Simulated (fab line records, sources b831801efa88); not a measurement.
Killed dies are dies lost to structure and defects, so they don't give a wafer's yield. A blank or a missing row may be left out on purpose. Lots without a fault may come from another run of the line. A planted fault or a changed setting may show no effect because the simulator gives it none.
Which tool did it? | flow sfq_line | 14 lots, 42 wafers sampled, at 4 steps of a route of 325

WHAT THE GAUGES READ, wafer by wafer
SFQ_I6_OVL_MEAS_942.
lot  | measured     | on         | I6_OVL (nm)
L799 | day 76 14:25 | overlay-01 | -3 1 -2
L802 | day 76 23:34 | overlay-02 | 4 3 1
L803 | day 77 04:22 | overlay-02 | -1 -1 1
L804 | day 77 07:58 | overlay-02 | 2 1 6
L805 | day 77 09:10 | overlay-02 | -5 0 -1
L806 | day 77 10:22 | overlay-01 | 2 -1 5
L807 | day 77 13:58 | overlay-01 | -5 4 -4
L808 | day 77 17:34 | overlay-01 | 9 7 4
L813 | day 82 03:41 | overlay-01 | -1 -3 -8
L815 | day 82 15:41 | overlay-01 | -7 5 -3
L818 | day 83 15:20 | overlay-02 | 5 0 1
L819 | day 83 21:20 | overlay-02 | -4 -4 -3
L820 | day 83 22:32 | overlay-02 | 5 -2 2
L821 | day 85 17:25 | overlay-01 | 8 10 0

WHICH TOOL RAN EACH LOT (tool, then ch and the chambers of the sampled wafers, then the start)
lot  | SFQ_TRILAYER_I4_DEP_PECVD_099   | SFQ_TRILAYER_I5_LITHO_PEB_147     | SFQ_TRILAYER_C5_STRIP_STRIP_155
L799 | pecvd-02 ch 0,1,2, day 49 11:00 | litho_track-02 ch 0, day 65 23:20 | rie_metal-01 ch 0,1, day 71 00:10
L802 | pecvd-02 ch 0,1,2, day 49 23:37 | litho_track-01 ch 0, day 66 06:25 | rie_metal-04 ch 0,1, day 71 05:50
L803 | pecvd-04 ch 0,1,2, day 53 11:34 | litho_track-04 ch 0, day 71 09:29 | rie_metal-04 ch 0,1, day 71 13:08
L804 | pecvd-02 ch 0,2, day 53 12:47   | litho_track-01 ch 0, day 71 11:52 | rie_metal-01 ch 0,1, day 71 15:32
L805 | pecvd-04 ch 0,2, day 53 18:46   | litho_track-04 ch 0, day 71 13:04 | rie_metal-04 ch 0,1, day 71 16:56
L806 | pecvd-01 ch 0,1,2, day 53 21:10 | litho_track-04 ch 0, day 71 14:16 | rie_metal-03 ch 0,1, day 71 18:43
L807 | pecvd-04 ch 0,2, day 54 00:46   | litho_track-02 ch 0, day 71 15:31 | rie_metal-04 ch 0,1, day 71 20:07
L808 | pecvd-01 ch 0,1, day 54 01:59   | litho_track-02 ch 0, day 71 16:40 | rie_metal-01 ch 0,1, day 71 21:07
L813 | pecvd-04 ch 0,1, day 54 21:07   | litho_track-02 ch 0, day 72 08:16 | rie_metal-03 ch 0,1, day 72 11:56
L815 | pecvd-02 ch 0,1, day 55 01:31   | litho_track-02 ch 0, day 72 15:28 | rie_metal-03 ch 0,1, day 72 19:08
L818 | pecvd-01 ch 0,1, day 59 01:53   | litho_track-04 ch 0, day 75 19:34 | rie_metal-01 ch 0,1, day 80 08:23
L819 | pecvd-01 ch 1,2, day 59 15:16   | litho_track-01 ch 0, day 76 09:59 | rie_metal-03 ch 0, day 80 19:23
L820 | pecvd-04 ch 0,1,2, day 59 17:35 | litho_track-01 ch 0, day 76 11:10 | rie_metal-01 ch 0,1, day 80 20:23
L821 | pecvd-02 ch 0,1,2, day 64 08:09 | litho_track-02 ch 0, day 80 06:22 | rie_metal-04 ch 0,1, day 81 19:17
- SFQ_TRILAYER_I4_DEP_PECVD_099: deposits SiO2 from SiH4/N2O, time 111.11 s, target thk 500 nm.
- SFQ_TRILAYER_I5_LITHO_PEB_147: peb time 60 s.
- SFQ_TRILAYER_C5_STRIP_STRIP_155: strips in O2.

WHAT THE TOOLS THEMSELVES READ (means of the sampled wafers that have a number; where no wafer has one, the mark that the record gives instead)
SFQ_TRILAYER_I4_DEP_PECVD_099.
lot  | tool     | heater_power_w (W) | throttle_valve_pct (%)
L799 | pecvd-02 | 71                 | 25.3
L802 | pecvd-02 | 73                 | 25.2
L803 | pecvd-04 | 88                 | 25.6
L804 | pecvd-02 | 86                 | 24.3
L805 | pecvd-04 | 76                 | 25.7
L806 | pecvd-01 | 87                 | 23.0
L807 | pecvd-04 | 75                 | 25.8
L808 | pecvd-01 | 88                 | 23.1
L813 | pecvd-04 | 91                 | 25.7
L815 | pecvd-02 | 75                 | 25.5
L818 | pecvd-01 | 85                 | 23.1
L819 | pecvd-01 | 77                 | 23.3
L820 | pecvd-04 | 84                 | 23.4
L821 | pecvd-02 | 74                 | 25.5

SFQ_TRILAYER_I5_LITHO_PEB_147.
lot  | tool           | chill_plate_temp_C (C) | heater_power_total_W (W)
L799 | litho_track-02 | 23.11                  | 79.13
L802 | litho_track-01 | 23.09                  | 79.18
L803 | litho_track-04 | 22.97                  | 79.12
L804 | litho_track-01 | 22.94                  | 79.21
L805 | litho_track-04 | 23.02                  | 79.09
L806 | litho_track-04 | 22.97                  | 79.19
L807 | litho_track-02 | 23.00                  | 79.16
L808 | litho_track-02 | 22.89                  | 79.18
L813 | litho_track-02 | 23.05                  | 82.32
L815 | litho_track-02 | 23.00                  | 82.30
L818 | litho_track-04 | 23.04                  | 79.14
L819 | litho_track-01 | 23.07                  | 79.14
L820 | litho_track-01 | 22.95                  | 79.17
L821 | litho_track-02 | 22.99                  | 79.20

SFQ_TRILAYER_C5_STRIP_STRIP_155.
lot  | tool         | drypump_motor_current_A (A) | oes_product_au (a.u.)
L799 | rie_metal-01 | 5.6                         | 0.997
L802 | rie_metal-04 | 5.9                         | 0.993
L803 | rie_metal-04 | 5.8                         | 0.999
L804 | rie_metal-01 | 5.6                         | 0.999
L805 | rie_metal-04 | 5.9                         | 0.992
L806 | rie_metal-03 | 6.1                         | 0.999
L807 | rie_metal-04 | 5.8                         | 0.991
L808 | rie_metal-01 | 5.6                         | 0.991
L813 | rie_metal-03 | 6.3                         | 0.995
L815 | rie_metal-03 | 6.3                         | 1.003
L818 | rie_metal-01 | 5.6                         | 1.000
L819 | rie_metal-03 | 6.4                         | 0.994
L820 | rie_metal-01 | 5.6                         | 0.997
L821 | rie_metal-04 | 5.8                         | 1.013

THE ANSWER, worked out from the rows above alone
Rule: what is usual is taken from the lots themselves. Put in order of their means at a reading, lots are off if they are a third of the lots or fewer, leave a main group of 4 or more, and stand apart from it by a gap of 3 or more times the standard deviation of the main group's means; of several such gaps the widest counts. A main group whose means are all the same, to the digits that the tables above print for the reading, isn't used. A lot without any number at a reading at which 4 lots or more have one is off too. The other lots that the step has rows for count as sound. The gauges are gone through in route order, then the tools' own readings, and for those a lot's mean is taken as printed above. The first step at which some lot is off is used, and at that step the reading that is off furthest; a lot without a number counts as furthest.
Off: L813, L815, at SFQ_TRILAYER_I5_LITHO_PEB_147 (heater_power_total_W). The main group: mean 79.16 W, standard deviation 0.034.
A tool fits if, at that step or a process step before it, it ran every lot that is off, and no sound lot after the first of them. None of those tried fits.

WHAT THE SIMULATOR HAD PUT IN
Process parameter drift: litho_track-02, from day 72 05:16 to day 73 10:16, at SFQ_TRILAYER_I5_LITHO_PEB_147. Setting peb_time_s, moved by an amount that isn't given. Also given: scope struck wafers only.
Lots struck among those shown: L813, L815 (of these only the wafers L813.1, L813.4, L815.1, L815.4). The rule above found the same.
